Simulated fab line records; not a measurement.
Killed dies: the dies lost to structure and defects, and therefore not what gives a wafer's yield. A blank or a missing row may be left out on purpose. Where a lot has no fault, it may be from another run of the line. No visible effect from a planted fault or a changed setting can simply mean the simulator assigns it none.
The tool behind it: which one? / flow sky130 / 72 wafers from 24 lots sampled at 5 of the route's 708 steps

## WHAT THE GAUGES READ, wafer by wafer
SKY_RES_PROTECT_TW_MEAS_08. Usual: POLY_GATE_TW gives 4039 (standard deviation 32).
lot=L074; measured=day 14 21:13; on=filmMetro-02; POLY_GATE_TW=4029 4048 4032; flag=
lot=L075; measured=day 15 00:49; on=filmMetro-03; POLY_GATE_TW=4080 4050 4076; flag=
lot=L076; measured=day 15 21:37; on=filmMetro-04; POLY_GATE_TW=4033 4057 4047; flag=
lot=L077; measured=day 15 21:58; on=filmMetro-04; POLY_GATE_TW=4049 4047 4044; flag=
lot=L078; measured=day 16 03:10; on=filmMetro-02; POLY_GATE_TW=4027 4040 4013; flag=
lot=L079; measured=day 16 23:40; on=filmMetro-02; POLY_GATE_TW=4017 4009 4017; flag=
lot=L080; measured=day 17 01:08; on=filmMetro-02; POLY_GATE_TW=4019 4030 4055; flag=
lot=L081; measured=day 17 09:34; on=filmMetro-04; POLY_GATE_TW=4020 4039 4021; flag=
lot=L082; measured=day 17 19:22; on=filmMetro-03; POLY_GATE_TW=4089 4072 4097; flag=
lot=L083; measured=day 18 11:41; on=filmMetro-04; POLY_GATE_TW=4023 4025 4027; flag=
lot=L084; measured=day 18 13:40; on=filmMetro-04; POLY_GATE_TW=4034 4039 4052; flag=
lot=L085; measured=day 18 18:33; on=filmMetro-03; POLY_GATE_TW=4080 4066 4079; flag=
lot=L086; measured=day 19 11:31; on=filmMetro-04; POLY_GATE_TW=4031 4047 4052; flag=
lot=L087; measured=day 19 20:27; on=filmMetro-02; POLY_GATE_TW=3997 3976 3996; flag=
lot=L088; measured=day 20 06:00; on=filmMetro-02; POLY_GATE_TW=4012 4034 4027; flag=
lot=L089; measured=day 22 11:43; on=filmMetro-02; POLY_GATE_TW=4007 4025 4040; flag=
lot=L090; measured=day 22 11:45; on=filmMetro-03; POLY_GATE_TW=4092 4086 4106; flag=
lot=L091; measured=day 22 12:00; on=filmMetro-02; POLY_GATE_TW=3970 4007 3984; flag=
lot=L092; measured=day 22 12:19; on=filmMetro-02; POLY_GATE_TW=3995 4014 4022; flag=
lot=L093; measured=day 22 12:22; on=filmMetro-03; POLY_GATE_TW=4095 4093 4106; flag=
lot=L095; measured=day 22 14:46; on=filmMetro-02; POLY_GATE_TW=4022 4042 4014; flag=
lot=L094; measured=day 22 19:10; on=filmMetro-02; POLY_GATE_TW=3992 3988 4014; flag=
lot=L096; measured=day 23 02:04; on=filmMetro-04; POLY_GATE_TW=4046 4041 4043; flag=
lot=L097; measured=day 23 16:10; on=filmMetro-02; POLY_GATE_TW=4043 4046 4015; flag=

SKY_SD_N_TW_MEAS_12. Usual: SD_N_TW gives 3985 (standard deviation 37).
lot=L074; measured=day 27 18:28; on=filmMetro-03; SD_N_TW=4033 4038 4059; flag=
lot=L075; measured=day 28 04:16; on=filmMetro-01; SD_N_TW=3968 3954 3925; flag=
lot=L076; measured=day 28 16:58; on=filmMetro-01; SD_N_TW=3957 3960 3957; flag=
lot=L077; measured=day 28 17:07; on=filmMetro-04; SD_N_TW=3984 4002 3999; flag=
lot=L078; measured=day 29 02:05; on=filmMetro-04; SD_N_TW=3995 4003 3992; flag=
lot=L079; measured=day 29 17:32; on=filmMetro-01; SD_N_TW=3931 3936 3953; flag=
lot=L080; measured=day 29 18:46; on=filmMetro-03; SD_N_TW=4018 4014 4020; flag=
lot=L081; measured=day 30 03:38; on=filmMetro-01; SD_N_TW=3966 3959 3938; flag=
lot=L082; measured=day 30 08:08; on=filmMetro-03; SD_N_TW=4030 4047 4045; flag=
lot=L083; measured=day 31 01:14; on=filmMetro-01; SD_N_TW=3949 3955 3962; flag=
lot=L084; measured=day 31 06:41; on=filmMetro-01; SD_N_TW=3979 3973 3956; flag=
lot=L085; measured=day 31 07:46; on=filmMetro-03; SD_N_TW=4007 4025 4017; flag=
lot=L086; measured=day 32 00:17; on=filmMetro-04; SD_N_TW=4025 4025 4016; flag=
lot=L087; measured=day 32 09:04; on=filmMetro-03; SD_N_TW=4023 4003 4016; flag=
lot=L088; measured=day 32 15:13; on=filmMetro-03; SD_N_TW=4006 4016 3988; flag=
lot=L089; measured=day 34 13:37; on=filmMetro-01; SD_N_TW=3929 3927 3933; flag=
lot=L090; measured=day 34 14:17; on=filmMetro-01; SD_N_TW=3955 3977 3983; flag=
lot=L091; measured=day 34 18:10; on=filmMetro-01; SD_N_TW=3978 3958 3955; flag=
lot=L092; measured=day 34 16:04; on=filmMetro-01; SD_N_TW=3922 3916 3929; flag=
lot=L093; measured=day 34 17:52; on=filmMetro-04; SD_N_TW=4048 4031 4022; flag=
lot=L095; measured=day 34 20:11; on=filmMetro-01; SD_N_TW=3912 3950 3937; flag=
lot=L094; measured=day 34 21:20; on=filmMetro-03; SD_N_TW=4003 4011 4016; flag=
lot=L096; measured=day 35 00:08; on=filmMetro-03; SD_N_TW=3983 4023 4005; flag=
lot=L097; measured=day 35 12:08; on=filmMetro-03; SD_N_TW=4000 3982 4010; flag=

SKY_LOCAL_INTERCONNECT_OVL_MEAS_12. Usual: LOCAL_INTERCONNECT_OVL gives -1 nm (standard deviation 5.1).
lot=L074; measured=day 30 04:47; on=overlay-01; LOCAL_INTERCONNECT_OVL (nm)=1 1 4; flag=
lot=L075; measured=day 30 14:17; on=overlay-01; LOCAL_INTERCONNECT_OVL (nm)=-1 -13 -3; flag=
lot=L076; measured=day 31 02:37; on=overlay-02; LOCAL_INTERCONNECT_OVL (nm)=4 3 0; flag=
lot=L077; measured=day 31 03:05; on=overlay-02; LOCAL_INTERCONNECT_OVL (nm)=-8 -9 -7; flag=
lot=L078; measured=day 31 11:05; on=overlay-02; LOCAL_INTERCONNECT_OVL (nm)=-3 -11 6; flag=
lot=L079; measured=day 32 02:56; on=overlay-02; LOCAL_INTERCONNECT_OVL (nm)=8 5 3; flag=
lot=L080; measured=day 32 04:59; on=overlay-01; LOCAL_INTERCONNECT_OVL (nm)=10 9 -4; flag=
lot=L081; measured=day 32 13:02; on=overlay-02; LOCAL_INTERCONNECT_OVL (nm)=5 8 -3; flag=
lot=L082; measured=day 32 16:59; on=overlay-02; LOCAL_INTERCONNECT_OVL (nm)=5 -1 4; flag=
lot=L083; measured=day 33 09:09; on=overlay-02; LOCAL_INTERCONNECT_OVL (nm)=-5 8 -5; flag=
lot=L084; measured=day 33 14:32; on=overlay-02; LOCAL_INTERCONNECT_OVL (nm)=6 0 7; flag=
lot=L085; measured=day 33 15:41; on=overlay-01; LOCAL_INTERCONNECT_OVL (nm)=-1 -4 -4; flag=
lot=L086; measured=day 34 09:05; on=overlay-01; LOCAL_INTERCONNECT_OVL (nm)=-4 2 4; flag=
lot=L087; measured=day 34 16:59; on=overlay-01; LOCAL_INTERCONNECT_OVL (nm)=12 6 4; flag=
lot=L088; measured=day 34 23:05; on=overlay-01; LOCAL_INTERCONNECT_OVL (nm)=-3 3 -5; flag=
lot=L089; measured=day 36 20:20; on=overlay-02; LOCAL_INTERCONNECT_OVL (nm)=0 0 -1; flag=
lot=L090; measured=day 36 21:05; on=overlay-02; LOCAL_INTERCONNECT_OVL (nm)=-13 -4 -10; flag=
lot=L091; measured=day 37 02:10; on=overlay-02; LOCAL_INTERCONNECT_OVL (nm)=-5 -1 -1; flag=
lot=L092; measured=day 36 23:26; on=overlay-02; LOCAL_INTERCONNECT_OVL (nm)=6 1 -1; flag=
lot=L093; measured=day 37 01:49; on=overlay-01; LOCAL_INTERCONNECT_OVL (nm)=-2 -4 2; flag=
lot=L095; measured=day 37 03:35; on=overlay-02; LOCAL_INTERCONNECT_OVL (nm)=-4 -11 -4; flag=
lot=L094; measured=day 37 05:29; on=overlay-01; LOCAL_INTERCONNECT_OVL (nm)=-6 -2 4; flag=
lot=L096; measured=day 37 07:05; on=overlay-01; LOCAL_INTERCONNECT_OVL (nm)=0 2 4; flag=
lot=L097; measured=day 37 17:11; on=overlay-01; LOCAL_INTERCONNECT_OVL (nm)=2 -6 2; flag=

SKY_METAL1_OVL_MEAS_16. Usual: METAL1_OVL gives -1 nm (standard deviation 4.6).
lot=L074; measured=day 32 13:59; on=overlay-02; METAL1_OVL (nm)=-4 3 1; flag=
lot=L075; measured=day 33 00:24; on=overlay-02; METAL1_OVL (nm)=-11 -9 -5; flag=
lot=L076; measured=day 33 11:29; on=overlay-02; METAL1_OVL (nm)=5 -1 -2; flag=
lot=L077; measured=day 33 11:50; on=overlay-02; METAL1_OVL (nm)=5 12 1; flag=
lot=L078; measured=day 33 20:41; on=overlay-01; METAL1_OVL (nm)=-5 -7 -4; flag=
lot=L079; measured=day 34 10:20; on=overlay-01; METAL1_OVL (nm)=6 -2 2; flag=
lot=L080; measured=day 34 13:32; on=overlay-01; METAL1_OVL (nm)=-8 -7 -1; flag=
lot=L081; measured=day 34 20:26; on=overlay-02; METAL1_OVL (nm)=-6 -3 -4; flag=
lot=L082; measured=day 35 00:47; on=overlay-01; METAL1_OVL (nm)=3 1 0; flag=
lot=L083; measured=day 35 17:59; on=overlay-01; METAL1_OVL (nm)=2 4 3; flag=
lot=L084; measured=day 35 22:51; on=overlay-02; METAL1_OVL (nm)=-2 -3 -3; flag=
lot=L085; measured=day 36 00:08; on=overlay-01; METAL1_OVL (nm)=7 9 7; flag=
lot=L086; measured=day 36 17:50; on=overlay-02; METAL1_OVL (nm)=-3 0 3; flag=
lot=L087; measured=day 37 00:56; on=overlay-02; METAL1_OVL (nm)=-3 -5 1; flag=
lot=L088; measured=day 37 06:26; on=overlay-01; METAL1_OVL (nm)=5 6 0; flag=
lot=L089; measured=day 38 19:44; on=overlay-02; METAL1_OVL (nm)=-2 -1 -1; flag=
lot=L090; measured=day 38 23:18; on=overlay-01; METAL1_OVL (nm)=2 3 1; flag=
lot=L091; measured=day 39 05:50; on=overlay-01; METAL1_OVL (nm)=-3 -5 5; flag=
lot=L092; measured=day 39 02:38; on=overlay-02; METAL1_OVL (nm)=-11 -6 -7; flag=
lot=L093; measured=day 39 04:50; on=overlay-02; METAL1_OVL (nm)=-4 10 -1; flag=
lot=L095; measured=day 39 06:32; on=overlay-01; METAL1_OVL (nm)=0 -2 3; flag=
lot=L094; measured=day 39 08:03; on=overlay-02; METAL1_OVL (nm)=4 11 4; flag=
lot=L096; measured=day 39 08:44; on=overlay-02; METAL1_OVL (nm)=-2 -2 1; flag=
lot=L097; measured=day 39 18:38; on=overlay-02; METAL1_OVL (nm)=4 -6 -1; flag=

## EACH LOT AND THE TOOL THAT RAN IT (in order: tool; ch and the chambers of the sampled wafers; start)
lot=L074; SKY_LDD_HVP_STRIP_09=plasmaAsher-03 ch 0,1, day 21 10:29
lot=L075; SKY_LDD_HVP_STRIP_09=plasmaAsher-01 ch 0,1, day 21 22:14
lot=L076; SKY_LDD_HVP_STRIP_09=plasmaAsher-03 ch 0,1, day 22 10:59
lot=L077; SKY_LDD_HVP_STRIP_09=plasmaAsher-02 ch 0, day 22 10:59
lot=L078; SKY_LDD_HVP_STRIP_09=plasmaAsher-02 ch 0,1, day 22 20:44
lot=L079; SKY_LDD_HVP_STRIP_09=plasmaAsher-01 ch 0,1, day 23 15:02
lot=L080; SKY_LDD_HVP_STRIP_09=plasmaAsher-01 ch 0,1, day 23 16:16
lot=L081; SKY_LDD_HVP_STRIP_09=plasmaAsher-01 ch 0,1, day 24 01:23
lot=L082; SKY_LDD_HVP_STRIP_09=plasmaAsher-03 ch 0,1, day 24 07:11
lot=L083; SKY_LDD_HVP_STRIP_09=plasmaAsher-01 ch 0,1, day 25 01:02
lot=L084; SKY_LDD_HVP_STRIP_09=plasmaAsher-01 ch 0,1, day 25 05:19
lot=L085; SKY_LDD_HVP_STRIP_09=plasmaAsher-03 ch 0,1, day 25 08:53
lot=L086; SKY_LDD_HVP_STRIP_09=plasmaAsher-03 ch 1, day 26 01:02
lot=L087; SKY_LDD_HVP_STRIP_09=plasmaAsher-02 ch 0,1, day 26 10:47
lot=L088; SKY_LDD_HVP_STRIP_09=plasmaAsher-01 ch 0,1, day 26 17:08
lot=L089; SKY_LDD_HVP_STRIP_09=plasmaAsher-01 ch 0,1, day 28 19:14
lot=L090; SKY_LDD_HVP_STRIP_09=plasmaAsher-01 ch 0,1, day 28 21:05
lot=L091; SKY_LDD_HVP_STRIP_09=plasmaAsher-01 ch 0,1, day 28 22:32
lot=L092; SKY_LDD_HVP_STRIP_09=plasmaAsher-03 ch 0,1, day 28 21:29
lot=L093; SKY_LDD_HVP_STRIP_09=plasmaAsher-02 ch 0,1, day 28 21:47
lot=L095; SKY_LDD_HVP_STRIP_09=plasmaAsher-03 ch 0,1, day 29 02:38
lot=L094; SKY_LDD_HVP_STRIP_09=plasmaAsher-02 ch 0,1, day 29 03:32
lot=L096; SKY_LDD_HVP_STRIP_09=plasmaAsher-01 ch 0,1, day 29 05:50
lot=L097; SKY_LDD_HVP_STRIP_09=plasmaAsher-01 ch 0,1, day 29 19:53
- SKY_LDD_HVP_STRIP_09: strips in O2/N2.

## WHAT THE TOOLS THEMSELVES READ (means of the sampled wafers that have a number; where no wafer has one, the mark that the record gives instead)
SKY_LDD_HVP_STRIP_09. Usual: drypumpMotorCurrentA 5.4 A, standard deviation 0.33; oesProductAu 0.408 a.u., standard deviation 0.0047; stripTimeToEndpointS 4.130 s, standard deviation 0.013.
lot=L074; tool=plasmaAsher-03; drypumpMotorCurrentA (A)=5.5; oesProductAu (a.u.)=0.409; stripTimeToEndpointS (s)=4.123; flag=
lot=L075; tool=plasmaAsher-01; drypumpMotorCurrentA (A)=5.2; oesProductAu (a.u.)=0.405; stripTimeToEndpointS (s)=4.122; flag=
lot=L076; tool=plasmaAsher-03; drypumpMotorCurrentA (A)=5.5; oesProductAu (a.u.)=0.404; stripTimeToEndpointS (s)=4.122; flag=
lot=L077; tool=plasmaAsher-02; drypumpMotorCurrentA (A)=5.8; oesProductAu (a.u.)=0.407; stripTimeToEndpointS (s)=4.134; flag=
lot=L078; tool=plasmaAsher-02; drypumpMotorCurrentA (A)=5.7; oesProductAu (a.u.)=0.412; stripTimeToEndpointS (s)=4.130; flag=
lot=L079; tool=plasmaAsher-01; drypumpMotorCurrentA (A)=5.3; oesProductAu (a.u.)=0.409; stripTimeToEndpointS (s)=4.118; flag=
lot=L080; tool=plasmaAsher-01; drypumpMotorCurrentA (A)=5.3; oesProductAu (a.u.)=0.410; stripTimeToEndpointS (s)=4.132; flag=
lot=L081; tool=plasmaAsher-01; drypumpMotorCurrentA (A)=5.3; oesProductAu (a.u.)=0.407; stripTimeToEndpointS (s)=4.121; flag=
lot=L082; tool=plasmaAsher-03; drypumpMotorCurrentA (A)=5.5; oesProductAu (a.u.)=0.409; stripTimeToEndpointS (s)=4.142; flag=
lot=L083; tool=plasmaAsher-01; drypumpMotorCurrentA (A)=5.3; oesProductAu (a.u.)=0.408; stripTimeToEndpointS (s)=4.143; flag=
lot=L084; tool=plasmaAsher-01; drypumpMotorCurrentA (A)=5.3; oesProductAu (a.u.)=0.407; stripTimeToEndpointS (s)=4.131; flag=
lot=L085; tool=plasmaAsher-03; drypumpMotorCurrentA (A)=5.5; oesProductAu (a.u.)=0.403; stripTimeToEndpointS (s)=4.116; flag=
lot=L086; tool=plasmaAsher-03; drypumpMotorCurrentA (A)=5.9; oesProductAu (a.u.)=0.412; stripTimeToEndpointS (s)=4.129; flag=
lot=L087; tool=plasmaAsher-02; drypumpMotorCurrentA (A)=5.7; oesProductAu (a.u.)=0.406; stripTimeToEndpointS (s)=4.130; flag=
lot=L088; tool=plasmaAsher-01; drypumpMotorCurrentA (A)=5.3; oesProductAu (a.u.)=0.410; stripTimeToEndpointS (s)=4.127; flag=
lot=L089; tool=plasmaAsher-01; drypumpMotorCurrentA (A)=5.3; oesProductAu (a.u.)=0.401; stripTimeToEndpointS (s)=4.138; flag=
lot=L090; tool=plasmaAsher-01; drypumpMotorCurrentA (A)=5.3; oesProductAu (a.u.)=0.407; stripTimeToEndpointS (s)=4.123; flag=
lot=L091; tool=plasmaAsher-01; drypumpMotorCurrentA (A)=5.3; oesProductAu (a.u.)=0.406; stripTimeToEndpointS (s)=4.138; flag=
lot=L092; tool=plasmaAsher-03; drypumpMotorCurrentA (A)=5.5; oesProductAu (a.u.)=0.406; stripTimeToEndpointS (s)=4.139; flag=
lot=L093; tool=plasmaAsher-02; drypumpMotorCurrentA (A)=5.6; oesProductAu (a.u.)=0.408; stripTimeToEndpointS (s)=4.135; flag=
lot=L095; tool=plasmaAsher-03; drypumpMotorCurrentA (A)=5.2; oesProductAu (a.u.)=0.412; stripTimeToEndpointS (s)=4.121; flag=
lot=L094; tool=plasmaAsher-02; drypumpMotorCurrentA (A)=5.7; oesProductAu (a.u.)=0.411; stripTimeToEndpointS (s)=4.144; flag=
lot=L096; tool=plasmaAsher-01; drypumpMotorCurrentA (A)=5.3; oesProductAu (a.u.)=0.414; stripTimeToEndpointS (s)=4.135; flag=
lot=L097; tool=plasmaAsher-01; drypumpMotorCurrentA (A)=5.3; oesProductAu (a.u.)=0.406; stripTimeToEndpointS (s)=4.144; flag=

## THE ANSWER, worked out from the rows above alone
Rule: a lot counts as off when the mean over its wafers that have a number is more than 3 standard deviations away from the usual mean. Also off: a lot with no number at a reading for which 4 or more lots have one. Where the step has rows for the other lots, those lots are counted as sound. The gauges are gone through in route order, then the tools' own readings, and for those a lot's mean is taken as printed above. At the first step where some lot is off, the reading lying furthest off is the one used; lots without a number count as furthest.
No lot is off on any of the readings shown, so nothing can be concluded from this.

## WHAT THE SIMULATOR HAD PUT IN
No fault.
